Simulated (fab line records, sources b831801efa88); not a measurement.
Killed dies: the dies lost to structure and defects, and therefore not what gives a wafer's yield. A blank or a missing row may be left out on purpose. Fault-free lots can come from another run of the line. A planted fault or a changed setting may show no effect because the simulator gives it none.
Matching of chambers -- flow sky130 -- SKY_LI_CONTACT_CMP_24 on cmp-02 has 4 sister chambers
The step polishes, stops on PSG, t overpolish 20 s, target thk 0 nm. 7 wafers are shown with their chamber, then 9 later ones without.

WAFERS PAIRED WITH THEIR CHAMBERS
wafer,chamber,motor-current-A (A),time-to-endpoint-s (s)
L910.2,0,9.6,86
L914.1,1,10.3,97
L914.3,3,10.3,99
L914.5,2,11.5,88
L916.3,2,11.7,88
L916.4,1,10.3,91
L916.6,3,10.1,95

WAFERS WITH NO CHAMBER GIVEN
wafer,motor-current-A (A),time-to-endpoint-s (s)
L917.1,9.7,93
L917.2,9.6,92
L917.3,10.3,93
L921.2,11.4,90
L921.4,9.7,89
L921.6,9.8,97
L922.3,9.6,90
L922.5,9.5,94
L922.6,10.0,94

CHAMBER TAKEN BY EACH
wafer,from the rows above,in truth
L917.1,0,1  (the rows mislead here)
L917.2,0,0
L917.3,can't be placed: 1 or 3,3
L921.2,2,2
L921.4,0,0
L921.6,can't be placed: 3 or 0 or 1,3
L922.3,0,0
L922.5,0,0
L922.6,can't be placed: 3 or 1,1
Correct placement for 5 of the 9. These rows do not allow placing 3 (true chamber among the candidates in 3). Wrongly placed: 1.
How it was worked out, from the rows above alone: a wafer's distance from a chamber is the root of the sum, over the readings, of the square of ((its reading less the chamber's mean) divided by the reading's scatter). The wafer belongs to the nearest chamber; if the next one is less than 2 further off, it can't be placed. Each chamber's mean is taken over the wafers shown for it. The scatter: the root of (the sum of the squares of (reading less its chamber's mean) over the shown wafers, divided by (wafers less chambers)).
